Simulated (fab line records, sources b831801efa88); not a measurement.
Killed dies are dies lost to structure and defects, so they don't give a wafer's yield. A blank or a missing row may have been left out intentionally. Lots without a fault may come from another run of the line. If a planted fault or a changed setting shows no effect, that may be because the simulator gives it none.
Split-lot experiment || flow sky130 || 23 wafers read across 5 lots, on a route 708 steps long

ON THE SPLIT
At SKY_LDD_N_IMPLANT_08, the setting energy kev was moved away from the recipe's 20 on 5 of the 23 wafers read, by -5.0% to +3.1%. The other wafers ran this setting at the recipe's value.

The reading comes from the split's own step.

THE READING
In nm, at SKY_LDD_N_IMPLANT_08: implant.drp nm, which is the simulator's own figure and was read by no gauge. No usual value for it is given in the file.

{"wafer": "L074.1", "tool, chamber at the split": "implanter-02, 0", "energy kev as run": 20, "against the recipe": "recipe", "implant.drp nm, nm": 7.212, "against lot-mates on the recipe": "-"}
{"wafer": "L074.4", "tool, chamber at the split": "implanter-02, 0", "energy kev as run": 20, "against the recipe": "recipe", "implant.drp nm, nm": 7.212, "against lot-mates on the recipe": "-"}
{"wafer": "L074.2", "tool, chamber at the split": "implanter-02, 0", "energy kev as run": 19, "against the recipe": "-5.0%", "implant.drp nm, nm": 6.961, "against lot-mates on the recipe": -0.251}
{"wafer": "L074.3", "tool, chamber at the split": "implanter-02, 0", "energy kev as run": 19, "against the recipe": "-5.0%", "implant.drp nm, nm": 6.961, "against lot-mates on the recipe": -0.251}
{"wafer": "L074.5", "tool, chamber at the split": "implanter-02, 0", "energy kev as run": 19, "against the recipe": "-5.0%", "implant.drp nm, nm": 6.961, "against lot-mates on the recipe": -0.251}
{"wafer": "L075.1", "tool, chamber at the split": "implanter-04, 0", "energy kev as run": 20, "against the recipe": "recipe", "implant.drp nm, nm": 7.212, "against lot-mates on the recipe": "-"}
{"wafer": "L075.4", "tool, chamber at the split": "implanter-04, 0", "energy kev as run": 20, "against the recipe": "recipe", "implant.drp nm, nm": 7.212, "against lot-mates on the recipe": "-"}
{"wafer": "L075.5", "tool, chamber at the split": "implanter-04, 0", "energy kev as run": 20, "against the recipe": "recipe", "implant.drp nm, nm": 7.212, "against lot-mates on the recipe": "-"}
{"wafer": "L077.1", "tool, chamber at the split": "implanter-02, 0", "energy kev as run": 20, "against the recipe": "recipe", "implant.drp nm, nm": 7.212, "against lot-mates on the recipe": "-"}
{"wafer": "L077.2", "tool, chamber at the split": "implanter-02, 0", "energy kev as run": 20, "against the recipe": "recipe", "implant.drp nm, nm": 7.212, "against lot-mates on the recipe": "-"}
{"wafer": "L077.4", "tool, chamber at the split": "implanter-02, 0", "energy kev as run": 20, "against the recipe": "recipe", "implant.drp nm, nm": 7.212, "against lot-mates on the recipe": "-"}
{"wafer": "L077.5", "tool, chamber at the split": "implanter-02, 0", "energy kev as run": 20.63, "against the recipe": "+3.1%", "implant.drp nm, nm": 7.369, "against lot-mates on the recipe": "+0.157"}
{"wafer": "L077.6", "tool, chamber at the split": "implanter-02, 0", "energy kev as run": 20.63, "against the recipe": "+3.1%", "implant.drp nm, nm": 7.369, "against lot-mates on the recipe": "+0.157"}
{"wafer": "L080.2", "tool, chamber at the split": "implanter-04, 0", "energy kev as run": 20, "against the recipe": "recipe", "implant.drp nm, nm": 7.212, "against lot-mates on the recipe": "-"}
{"wafer": "L080.3", "tool, chamber at the split": "implanter-04, 0", "energy kev as run": 20, "against the recipe": "recipe", "implant.drp nm, nm": 7.212, "against lot-mates on the recipe": "-"}
{"wafer": "L080.4", "tool, chamber at the split": "implanter-04, 0", "energy kev as run": 20, "against the recipe": "recipe", "implant.drp nm, nm": 7.212, "against lot-mates on the recipe": "-"}
{"wafer": "L080.5", "tool, chamber at the split": "implanter-04, 0", "energy kev as run": 20, "against the recipe": "recipe", "implant.drp nm, nm": 7.212, "against lot-mates on the recipe": "-"}
{"wafer": "L080.6", "tool, chamber at the split": "implanter-04, 0", "energy kev as run": 20, "against the recipe": "recipe", "implant.drp nm, nm": 7.212, "against lot-mates on the recipe": "-"}
{"wafer": "L084.1", "tool, chamber at the split": "implanter-01, 0", "energy kev as run": 20, "against the recipe": "recipe", "implant.drp nm, nm": 7.212, "against lot-mates on the recipe": "-"}
{"wafer": "L084.2", "tool, chamber at the split": "implanter-01, 0", "energy kev as run": 20, "against the recipe": "recipe", "implant.drp nm, nm": 7.212, "against lot-mates on the recipe": "-"}
{"wafer": "L084.3", "tool, chamber at the split": "implanter-01, 0", "energy kev as run": 20, "against the recipe": "recipe", "implant.drp nm, nm": 7.212, "against lot-mates on the recipe": "-"}
{"wafer": "L084.5", "tool, chamber at the split": "implanter-01, 0", "energy kev as run": 20, "against the recipe": "recipe", "implant.drp nm, nm": 7.212, "against lot-mates on the recipe": "-"}
{"wafer": "L084.6", "tool, chamber at the split": "implanter-01, 0", "energy kev as run": 20, "against the recipe": "recipe", "implant.drp nm, nm": 7.212, "against lot-mates on the recipe": "-"}

FIT RESULTS
A straight line over all 23 wafers: implant.drp nm changes by +0.0501 nm for each +1% of energy kev; r = +1.00; the points scatter about the line by 0.00028 nm.
The same after taking each lot's own level away (the mean of its wafers on the recipe; 23 wafers): +0.0501 nm for each +1%; r = +1.00; scatter 0.00028 nm.
The reading moves by 0.25 nm for the largest change in energy kev, on that fit.
The lots' own levels span 7.2120 to 7.2120 nm.
The two slopes are in agreement: the lot-to-lot level therefore moves the slope only a little.
Check: -0.251 nm against its lot-mates is what the line predicts for one of the wafers moved furthest among these (-5.0%) when that wafer is left out of the fit. Against them it came out at -0.251 nm.

ADDITIONAL SPLITS CARRIED BY THESE WAFERS
Before the reading, these wafers also passed through other splits. Each is held against what the fit with the lots' levels taken away leaves over:
{"other split on the same wafers": "SKY_GATE_OXIDE_IMPLANT_11 energy kev", "wafers away from the commonest value": 2, "r with implant.drp nm (lot level and that fit taken away)": -0.10}
{"other split on the same wafers": "SKY_POLY_GATE_EXPOSE_10 dose mj", "wafers away from the commonest value": 9, "r with implant.drp nm (lot level and that fit taken away)": -0.41}
{"other split on the same wafers": "SKY_POLY_GATE_ETCH_15 source w", "wafers away from the commonest value": 8, "r with implant.drp nm (lot level and that fit taken away)": "+0.11"}

THE WHOLE CHAIN: every reading that the file lists as answering this split, in the file's order
{"step": "SKY_LDD_N_IMPLANT_08", "what it does": "", "reading": "implant.rp nm (the simulator's own value, which no gauge read)", "change (the file's fit)": "+0.115 nm for each +1% of the setting", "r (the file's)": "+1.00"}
{"step": "SKY_LDD_N_IMPLANT_08", "what it does": "", "reading": "implant.drp nm (the simulator's own value, which no gauge read)", "change (the file's fit)": "+0.0501 nm for each +1% of the setting", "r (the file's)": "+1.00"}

THE FILE'S OWN FIT
implant.drp nm changes by +0.0501 nm for each +1% of energy kev, r = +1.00.
